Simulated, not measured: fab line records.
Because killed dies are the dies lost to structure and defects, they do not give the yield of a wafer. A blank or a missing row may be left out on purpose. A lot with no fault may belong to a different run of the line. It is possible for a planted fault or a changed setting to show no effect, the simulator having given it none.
fab line records ; flow gf180mcu
record lots=15; wafers=45; lastDay=34
route steps=602 shown NWELL@49 MVSD@72 M2@367
lots with no fault: from the same line, run without faults
startH: the number of hours between the record's first day and the start of the first shown wafer of the lot ; waitH: how many hours have passed since the lot's step before this one ; " identical to the entry in the row above ; L1.1+2: one row covering several wafers at once ; - value missing, or start not given ; * or withheld: withheld ; < > ~ a bound
route shown NAME@n: names a module that has steps shown in the file, with the first one's number in the route ; usual: average and standard deviation across the fault-free wafers ; same: alike in all rows ; chamber/n: place in a boat ; sites: per-site readings ; _std_site: standard deviation across them ; _edge_site: the outer-site mean with the inner-site mean subtracted ; radiusMm: for every site, how far away it sits from the centre of the wafer ; mask NAME#n: copy n ; behind: tool/chamber where the wafer was last shaped ; hold: the reason the lot was held/the length of the hold in hours/how it ended ; device: names the non-switching transistor (n, p or np) ; end of line: tests of these same wafers at the route's end ; where a step has no rows: the recipe by itself ; killed: the dies lost at the first sort to structure and to defects; this is not the yield of the wafer ; map: per-die view of a wafer (x killed, . not killed, _ where there is no die)
set.NAME: the setting that was run; set.NAME@STEP: the one run at that earlier step ; model.NAME: the simulator's own value behind a step, which no gauge read
one table for each step of the route and one row for each wafer, over a sample of lots
## steps
# step GF_NWELL_OVL_MEAS_07
# usual NWELL_OVL=0.2/1.5
lot.wafer;tool;chamber;startH;waitH;NWELL_OVL[nm]
L589.1;overlay-01;-;56.42;-;-0.2
L589.5;overlay-01;-;56.42;-;2.1
L589.6;overlay-01;-;56.42;-;-1.2
L591.1;overlay-02;-;63.76;-;0.0
L591.3;overlay-02;-;63.76;-;0.4
L591.6;overlay-02;-;63.76;-;2.7
L593.1;overlay-01;-;75.81;-;-0.7
L593.3;overlay-01;-;75.81;-;-3.7
L593.6;overlay-01;-;75.81;-;-1.5
L594.1;overlay-02;-;85.92;-;1.7
L594.5;overlay-02;-;85.92;-;-1.0
L594.6;overlay-02;-;85.92;-;-0.2
L597.3;overlay-02;-;98.49;-;-2.4
L597.4;overlay-02;-;98.49;-;-3.1
L597.6;overlay-02;-;98.49;-;-2.2
L600.1;overlay-02;-;117.11;-;0.7
L600.3;overlay-02;-;117.11;-;0.4
L600.6;overlay-02;-;117.11;-;-1.2
L601.2;overlay-02;-;123.33;-;0.7
L601.4;overlay-02;-;123.33;-;-0.5
L601.5;overlay-02;-;123.33;-;-0.3
L602.1;overlay-02;-;127.67;-;0.5
L602.2;overlay-02;-;127.67;-;2.0
L602.6;overlay-02;-;127.67;-;0.4
L603.1;overlay-01;-;131.99;-;0.7
L603.2;overlay-01;-;131.99;-;0.4
L603.4;overlay-01;-;131.99;-;0.1
L604.2;overlay-02;-;137.08;-;-0.3
L604.3;overlay-02;-;137.08;-;-0.7
L604.4;overlay-02;-;137.08;-;1.1
L605.3;overlay-01;-;144.25;-;0.3
L605.5;overlay-01;-;144.25;-;1.2
L605.6;overlay-01;-;144.25;-;-0.4
L608.1;overlay-02;-;164.25;-;-2.4
L608.3;overlay-02;-;164.25;-;0.5
L608.4;overlay-02;-;164.25;-;-3.5
L609.1;overlay-01;-;165.77;-;-1.5
L609.3;overlay-01;-;165.77;-;1.5
L609.4;overlay-01;-;165.77;-;-1.3
L610.3;overlay-01;-;170.78;-;0.3
L610.4;overlay-01;-;170.78;-;0.7
L610.5;overlay-01;-;170.78;-;-0.1
L612.1;overlay-01;-;182.42;-;0.7
L612.5;overlay-01;-;182.42;-;1.0
L612.6;overlay-01;-;182.42;-;-2.5
# step GF_MVSD_DEVELOP_06
# recipe wallAngleDeg=90; developTimeS=60; devTempC=23
# usual chillPlateTempC=23.03/0.12; developTimeS=60/0; developerTempC=23.01/0.099; exhaustPa=44.9/0.88
lot.wafer;tool;chamber;startH;waitH;chillPlateTempC;developTimeS;developerTempC;exhaustPa
L589.1;lithoTrack-01;0;83;-;22.79;60;23.03;44.0
L589.5;lithoTrack-01;0;83;-;23.17;60;22.99;45.5
L589.6;lithoTrack-01;0;83;-;23.03;60;23.07;45.8
L591.1;lithoTrack-04;0;91;-;22.92;60;22.96;44.6
L591.3;lithoTrack-04;0;91;-;22.93;60;23.15;44.5
L591.6;lithoTrack-04;0;91;-;22.85;60;23.25;45.7
L593.1;lithoTrack-04;0;103;-;22.85;60;22.75;45.3
L593.3;lithoTrack-04;0;103;-;22.83;60;22.76;44.2
L593.6;lithoTrack-04;0;103;-;22.91;60;22.87;44.9
L594.1;lithoTrack-04;0;115;-;23.21;60;22.96;43.9
L594.5;lithoTrack-04;0;115;-;23.25;60;23.00;43.6
L594.6;lithoTrack-04;0;115;-;23.25;60;23.01;44.6
L597.3;lithoTrack-01;0;129;-;23.15;60;23.03;43.9
L597.4;lithoTrack-01;0;129;-;23.07;60;22.88;44.3
L597.6;lithoTrack-01;0;129;-;23.17;60;23.02;44.5
L600.1;lithoTrack-01;0;148;-;23.19;60;23.07;44.5
L600.3;lithoTrack-01;0;148;-;23.20;60;22.79;46.5
L600.6;lithoTrack-01;0;148;-;23.17;60;23.14;45.6
L601.2;lithoTrack-02;0;155;-;22.87;60;23.05;45.3
L601.4;lithoTrack-02;0;155;-;23.03;60;22.87;45.9
L601.5;lithoTrack-02;0;155;-;23.09;60;22.89;45.3
L602.1;lithoTrack-04;-;159;-;-;-;-;-
L602.2;lithoTrack-04;-;159;-;-;-;-;-
L602.6;lithoTrack-04;-;159;-;-;-;-;-
L603.1;lithoTrack-04;-;164;-;-;-;-;-
L603.2;lithoTrack-04;-;164;-;-;-;-;-
L603.4;lithoTrack-04;-;164;-;-;-;-;-
L604.2;lithoTrack-01;-;169;-;-;-;-;-
L604.3;lithoTrack-01;-;170;-;-;-;-;-
L604.4;lithoTrack-01;-;170;-;-;-;-;-
L605.3;lithoTrack-01;0;176;-;23.12;60;23.15;44.9
L605.5;lithoTrack-01;0;176;-;23.05;60;23.06;44.5
L605.6;lithoTrack-01;0;176;-;23.15;60;23.14;44.2
L608.1;lithoTrack-04;0;197;-;22.91;60;23.08;45.0
L608.3;lithoTrack-04;0;198;-;23.05;60;22.94;46.1
L608.4;lithoTrack-04;0;198;-;23.09;60;22.90;46.1
L609.1;lithoTrack-01;0;199;-;23.07;60;23.16;44.6
L609.3;lithoTrack-01;0;199;-;22.93;60;23.04;43.9
L609.4;lithoTrack-01;0;199;-;22.80;60;22.94;44.4
L610.3;lithoTrack-01;0;205;-;22.76;60;23.01;45.3
L610.4;lithoTrack-01;0;205;-;22.76;60;22.88;44.7
L610.5;lithoTrack-01;0;205;-;22.78;60;22.84;45.6
L612.1;lithoTrack-04;0;217;-;22.96;60;22.94;44.8
L612.5;lithoTrack-04;0;217;-;22.93;60;22.88;44.6
L612.6;lithoTrack-04;0;217;-;22.99;60;22.80;43.9
# step GF_M2_RS_MEAS_05
# recipe thkMeasGauge=four-point-probe; reads=TiN_of_M2_SPUTTER_04+Ti_of_M2_SPUTTER_03+AlCu_of_M2_SPUTTER_02+TiN_of_M2_SPUTTER_01+Ti_of_M2_SPUTTER_00
# usual M2_ALCU_RS=0.0696/0.00091
lot.wafer;tool;chamber;startH;waitH;M2_ALCU_RS[ohm/sq]
L589.1;filmMetro-03;-;414.05;0.0;0.0697
L589.5;filmMetro-03;-;414.05;0.0;0.0691
L589.6;filmMetro-03;-;414.05;0.0;0.0687
L591.1;filmMetro-02;-;430.11;0.0;0.0678
L591.3;filmMetro-02;-;430.11;0.0;0.0693
L591.6;filmMetro-02;-;430.11;0.0;0.0688
L593.1;filmMetro-02;-;455.13;0.0;0.0691
L593.3;filmMetro-02;-;455.13;0.0;0.0693
L593.6;filmMetro-02;-;455.13;0.0;0.0684
L594.1;filmMetro-02;-;467.68;0.0;0.0686
L594.5;filmMetro-02;-;467.68;0.0;0.0686
L594.6;filmMetro-02;-;467.68;0.0;0.0681
L597.3;filmMetro-04;-;487.76;0.1;0.0704
L597.4;filmMetro-04;-;487.76;0.1;0.0707
L597.6;filmMetro-04;-;487.76;0.1;0.0698
L600.1;filmMetro-04;-;520.42;0.0;0.0697
L600.3;filmMetro-04;-;520.42;0.0;0.0695
L600.6;filmMetro-04;-;520.42;0.0;0.0693
L601.2;filmMetro-02;-;528.83;0.0;0.0673
L601.4;filmMetro-02;-;528.83;0.0;0.0681
L601.5;filmMetro-02;-;528.83;0.0;0.0687
L602.1;filmMetro-04;-;531.58;0.0;0.0684
L602.2;filmMetro-04;-;531.58;0.0;0.0689
L602.6;filmMetro-04;-;531.58;0.0;0.0694
L603.1;filmMetro-03;-;540.85;0.0;0.0708
L603.2;filmMetro-03;-;540.85;0.0;0.0696
L603.4;filmMetro-03;-;540.85;0.0;0.0695
L604.2;filmMetro-02;-;552.22;0.0;0.0707
L604.3;filmMetro-02;-;552.22;0.0;0.0704
L604.4;filmMetro-02;-;552.22;0.0;0.0702
L605.3;filmMetro-03;-;555.04;0.1;0.0715
L605.5;filmMetro-03;-;555.04;0.1;0.0712
L605.6;filmMetro-03;-;555.04;0.1;0.0705
L608.1;filmMetro-02;-;581.61;0.0;0.0693
L608.3;filmMetro-02;-;581.61;0.0;0.0691
L608.4;filmMetro-02;-;581.61;0.0;0.0704
L609.1;filmMetro-02;-;585.72;0.0;0.0693
L609.3;filmMetro-02;-;585.72;0.0;0.0701
L609.4;filmMetro-02;-;585.72;0.0;0.0712
L610.3;filmMetro-04;-;593.30;0.1;0.0689
L610.4;filmMetro-04;-;593.30;0.1;0.0704
L610.5;filmMetro-04;-;593.30;0.1;0.0700
L612.1;filmMetro-03;-;605.81;0.0;0.0685
L612.5;filmMetro-03;-;605.81;0.0;0.0685
L612.6;filmMetro-03;-;605.81;0.0;0.0693
# step GF_M2_THK_MEAS_06
# recipe thkMeasGauge=xrf; reads=AlCu_of_M2_SPUTTER_02
# usual M2_ALCU_THK=451/6
lot.wafer;tool;chamber;startH;waitH;M2_ALCU_THK[nm]
L589.1;filmMetro-03;-;414.17;0.1;452
L589.5;filmMetro-03;-;414.17;0.1;456
L589.6;filmMetro-03;-;414.17;0.1;459
L591.1;filmMetro-02;-;430.23;0.1;462
L591.3;filmMetro-02;-;430.23;0.1;452
L591.6;filmMetro-02;-;430.23;0.1;455
L593.1;filmMetro-02;-;455.25;0.1;453
L593.3;filmMetro-02;-;455.25;0.1;448
L593.6;filmMetro-02;-;455.25;0.1;458
L594.1;filmMetro-02;-;467.80;0.1;461
L594.5;filmMetro-02;-;467.80;0.1;458
L594.6;filmMetro-02;-;467.80;0.1;463
L597.3;filmMetro-04;-;487.86;0.1;449
L597.4;filmMetro-04;-;487.86;0.1;446
L597.6;filmMetro-04;-;487.86;0.1;452
L600.1;filmMetro-04;-;520.54;0.1;450
L600.3;filmMetro-04;-;520.54;0.1;451
L600.6;filmMetro-04;-;520.54;0.1;452
L601.2;filmMetro-02;-;528.94;0.1;467
L601.4;filmMetro-02;-;528.94;0.1;458
L601.5;filmMetro-02;-;528.94;0.1;456
L602.1;filmMetro-04;-;531.70;0.1;464
L602.2;filmMetro-04;-;531.70;0.1;460
L602.6;filmMetro-04;-;531.70;0.1;455
L603.1;filmMetro-03;-;540.97;0.1;442
L603.2;filmMetro-03;-;540.97;0.1;448
L603.4;filmMetro-03;-;540.97;0.1;450
L604.2;filmMetro-02;-;552.33;0.1;449
L604.3;filmMetro-02;-;552.33;0.1;448
L604.4;filmMetro-02;-;552.33;0.1;450
L605.3;filmMetro-03;-;555.14;0.1;437
L605.5;filmMetro-03;-;555.14;0.1;439
L605.6;filmMetro-03;-;555.14;0.1;443
L608.1;filmMetro-02;-;581.73;0.1;453
L608.3;filmMetro-02;-;581.73;0.1;456
L608.4;filmMetro-02;-;581.73;0.1;444
L609.1;filmMetro-02;-;585.84;0.1;453
L609.3;filmMetro-02;-;585.84;0.1;448
L609.4;filmMetro-02;-;585.84;0.1;441
L610.3;filmMetro-04;-;593.40;0.1;457
L610.4;filmMetro-04;-;593.40;0.1;446
L610.5;filmMetro-04;-;593.40;0.1;451
L612.1;filmMetro-03;-;605.93;0.1;455
L612.5;filmMetro-03;-;605.93;0.1;458
L612.6;filmMetro-03;-;605.93;0.1;450
## key
firstSign step=GF_MVSD_DEVELOP_06; reading=toolRecord; direction=missing
effect none on later readings
metAt GF_MVSD_DEVELOP_06
struckLots L602,L603,L604
sortLeftOut L602.1,L602.2,L602.6,L603.1,L603.2,L603.4,L604.2,L604.3,L604.4
testerLeftOut L602,L603,L604
notActingAt GF_NWELL_OVL_MEAS_07,GF_M2_RS_MEAS_05,GF_M2_THK_MEAS_06
onsetBetween 148 159
fault kind=skippedStepWhole; tool=lithoTrack-01,lithoTrack-04; chamber=-; onsetH=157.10; steps=GF_MVSD_DEVELOP_06; scope=struckLotsOnly
# testerLeftOut: of these lots the tester's yield and bins aren't shown, on N5 and GAA mostly nor the transistor test; their killed dies are dies lost to structure and defects alone, not to doping, threshold or leakage, so they don't give the yield
# sortLeftOut: the simulated sort isn't trusted on such a fault, so these wafers' sort isn't shown, and their yield isn't known
